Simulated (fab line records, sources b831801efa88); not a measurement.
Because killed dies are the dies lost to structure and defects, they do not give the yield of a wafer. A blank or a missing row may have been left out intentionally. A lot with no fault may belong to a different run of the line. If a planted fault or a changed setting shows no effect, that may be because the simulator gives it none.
What tool caused it? :: flow gf180mcu :: 36 wafers from 12 lots sampled at 4 of the route's 602 steps

WHAT THE GAUGES READ, wafer by wafer
GF_V1_THK_MEAS_25: measures by xrf.
lot: L938
measured: day 18 06:48
on: film-metro-04
V1_W_THK (nm): 379 359 356

lot: L939
measured: day 18 10:29
on: film-metro-04
V1_W_THK (nm): 361 355 364

lot: L941
measured: day 19 05:29
on: film-metro-02
V1_W_THK (nm): 363 355 365

lot: L942
measured: day 19 12:28
on: film-metro-04
V1_W_THK (nm): 354 358 371

lot: L943
measured: day 19 22:32
on: film-metro-02
V1_W_THK (nm): 369 364 359

lot: L944
measured: day 20 12:19
on: film-metro-04
V1_W_THK (nm): 362 362 367

lot: L948
measured: day 22 11:23
on: film-metro-01
V1_W_THK (nm): 360 360 359

lot: L949
measured: day 22 15:29
on: film-metro-01
V1_W_THK (nm): 372 348 368

lot: L950
measured: day 23 00:37
on: film-metro-02
V1_W_THK (nm): 364 363 359

lot: L951
measured: day 23 07:53
on: film-metro-01
V1_W_THK (nm): 358 357 363

lot: L960
measured: day 25 19:38
on: film-metro-02
V1_W_THK (nm): 358 371 375

lot: L961
measured: day 26 07:16
on: film-metro-02
V1_W_THK (nm): 367 367 364

GF_V2_THK_MEAS_01.
lot: L938
measured: day 19 08:23
on: film-metro-02
V2_CVD_00_THK (nm): 598 599 588

lot: L939
measured: day 19 12:16
on: film-metro-02
V2_CVD_00_THK (nm): 598 601 609

lot: L941
measured: day 20 06:37
on: film-metro-02
V2_CVD_00_THK (nm): 589 596 595

lot: L942
measured: day 20 14:44
on: film-metro-01
V2_CVD_00_THK (nm): 608 600 605

lot: L943
measured: day 21 00:36
on: film-metro-03
V2_CVD_00_THK (nm): 607 594 590

lot: L944
measured: day 21 13:29
on: film-metro-02
V2_CVD_00_THK (nm): 599 601 591

lot: L948
measured: day 23 11:32
on: film-metro-03
V2_CVD_00_THK (nm): 602 606 601

lot: L949
measured: day 23 15:56
on: film-metro-02
V2_CVD_00_THK (nm): 602 603 606

lot: L950
measured: day 24 00:23
on: film-metro-02
V2_CVD_00_THK (nm): 601 606 603

lot: L951
measured: day 24 07:50
on: film-metro-03
V2_CVD_00_THK (nm): 601 599 601

lot: L960
measured: day 26 18:01
on: film-metro-02
V2_CVD_00_THK (nm): 608 601 722 608 601 723

lot: L961
measured: day 27 04:30
on: film-metro-03
V2_CVD_00_THK (nm): 609 722 602 609 721 602

GF_V2_CD_MEAS_14: the cd target is 260 nm.
lot: L938
measured: day 20 09:28
on: cd-sem-01
cd-nm (nm): 260.6 259.4 259.3

lot: L939
measured: day 20 12:52
on: cd-sem-01
cd-nm (nm): 259.3 259.5 259.2

lot: L941
measured: day 21 06:34
on: cd-sem-02
cd-nm (nm): 259.4 258.4 258.6

lot: L942
measured: day 21 15:13
on: cd-sem-02
cd-nm (nm): 259.6 258.2 258.9

lot: L943
measured: day 22 00:50
on: cd-sem-02
cd-nm (nm): 260.8 260.6 260.6

lot: L944
measured: day 22 13:58
on: cd-sem-02
cd-nm (nm): 259.8 258.9 261.3

lot: L948
measured: day 24 09:47
on: cd-sem-02
cd-nm (nm): 260.0 259.8 259.5

lot: L949
measured: day 24 14:29
on: cd-sem-02
cd-nm (nm): 258.8 260.0 259.5

lot: L950
measured: day 24 23:16
on: cd-sem-01
cd-nm (nm): 259.6 260.7 259.9

lot: L951
measured: day 25 06:04
on: cd-sem-02
cd-nm (nm): 260.9 261.0 260.9

lot: L960
measured: day 27 13:53
on: cd-sem-02
cd-nm (nm): 260.2 260.7 259.7

lot: L961
measured: day 28 01:11
on: cd-sem-02
cd-nm (nm): 260.1 259.4 259.3

WHICH TOOL RAN EACH LOT (tool, then ch and the chambers of the sampled wafers, then the start)
lot: L938
GF_V2_CVD_00: hdpcvd-01 ch 0,2, day 19 08:19

lot: L939
GF_V2_CVD_00: hdpcvd-01 ch 0,1, day 19 12:10

lot: L941
GF_V2_CVD_00: hdpcvd-02 ch 0,2, day 20 06:31

lot: L942
GF_V2_CVD_00: hdpcvd-01 ch 0,1,2, day 20 14:40

lot: L943
GF_V2_CVD_00: hdpcvd-02 ch 0,1,2, day 21 00:32

lot: L944
GF_V2_CVD_00: hdpcvd-01 ch 0,1,2, day 21 13:25

lot: L948
GF_V2_CVD_00: hdpcvd-02 ch 0,1, day 23 11:28

lot: L949
GF_V2_CVD_00: hdpcvd-02 ch 0,2, day 23 15:49

lot: L950
GF_V2_CVD_00: hdpcvd-02 ch 0,1, day 24 00:19

lot: L951
GF_V2_CVD_00: hdpcvd-01 ch 2, day 24 07:43

lot: L960
GF_V2_CVD_00: hdpcvd-02 ch 1,2, day 26 17:56

lot: L961
GF_V2_CVD_00: hdpcvd-02 ch 1,2, day 27 04:25
- GF_V2_CVD_00: deposits SiO2, target thk 600 nm, time 100 s.

AS READ BY THE TOOLS THEMSELVES (means over the sampled wafers that have a number; for cases with no such wafer, the mark the record gives instead)
GF_V2_CVD_00.
lot: L938
tool: hdpcvd-01
pressure-mtorr (mTorr): 6.000
sih4-flow-sccm (sccm): 59.94

lot: L939
tool: hdpcvd-01
pressure-mtorr (mTorr): 6.001
sih4-flow-sccm (sccm): 60.15

lot: L941
tool: hdpcvd-02
pressure-mtorr (mTorr): 6.004
sih4-flow-sccm (sccm): 59.88

lot: L942
tool: hdpcvd-01
pressure-mtorr (mTorr): 6.011
sih4-flow-sccm (sccm): 59.96

lot: L943
tool: hdpcvd-02
pressure-mtorr (mTorr): 6.005
sih4-flow-sccm (sccm): 59.99

lot: L944
tool: hdpcvd-01
pressure-mtorr (mTorr): 6.003
sih4-flow-sccm (sccm): 60.10

lot: L948
tool: hdpcvd-02
pressure-mtorr (mTorr): 5.992
sih4-flow-sccm (sccm): 60.00

lot: L949
tool: hdpcvd-02
pressure-mtorr (mTorr): 5.995
sih4-flow-sccm (sccm): 60.00

lot: L950
tool: hdpcvd-02
pressure-mtorr (mTorr): 5.994
sih4-flow-sccm (sccm): 60.16

lot: L951
tool: hdpcvd-01
pressure-mtorr (mTorr): 6.005
sih4-flow-sccm (sccm): 59.99

lot: L960
tool: hdpcvd-02
pressure-mtorr (mTorr): 6.008
sih4-flow-sccm (sccm): 63.99

lot: L961
tool: hdpcvd-02
pressure-mtorr (mTorr): 6.001
sih4-flow-sccm (sccm): 64.01

THE ANSWER, worked out from the rows above alone
Rule: the lots themselves supply what counts as usual. Put in order of their means at a reading, lots are off if they are a third of the lots or fewer, leave a main group of 4 or more, and stand apart from it by a gap of 3 or more times the standard deviation of the main group's means; of several such gaps the widest counts. If all means in a main group match to the digits the tables above print for the reading, that group is not used. Also off: a lot with no number at a reading for which 4 or more lots have one. All remaining lots with rows at the step are treated as sound. First the gauges in route order, then the tools' own readings, where a lot's mean is used as printed above. At the first step where some lot is off, the reading lying furthest off is the one used; lots without a number count as furthest.
Off: at GF_V2_THK_MEAS_01 (V2_CVD_00_THK), L960, L961. The main group: mean 600 nm, standard deviation 3.8.
A tool fits if, at a process step before that reading, it ran every lot that is off, and no sound lot after the first of them. The gauges at GF_V2_THK_MEAS_01 aren't tried: what is off there is off at GF_V2_CVD_00 too, on other tools, and a gauge's error can't cause that. One candidate fits, namely hdpcvd-02 at GF_V2_CVD_00. A fault onset in the window from L950 (day 24 00:19, its last sound lot) to L960 (day 26 17:56, its first lot off) fits.
On the lots that are off, the tool's own readings at GF_V2_CVD_00 differ by more than 5 times the standard deviation of the sound lots' means, which bears it out; sih4-flow-sccm reads 64.00 sccm there versus 60.02 sccm on the sound lots.

WHAT HAD BEEN PUT IN BY THE SIMULATOR
hdpcvd-02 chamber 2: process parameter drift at GF_V2_CVD_00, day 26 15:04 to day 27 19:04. Setting sih4-flow-sccm, moved by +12, from 60. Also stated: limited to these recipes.
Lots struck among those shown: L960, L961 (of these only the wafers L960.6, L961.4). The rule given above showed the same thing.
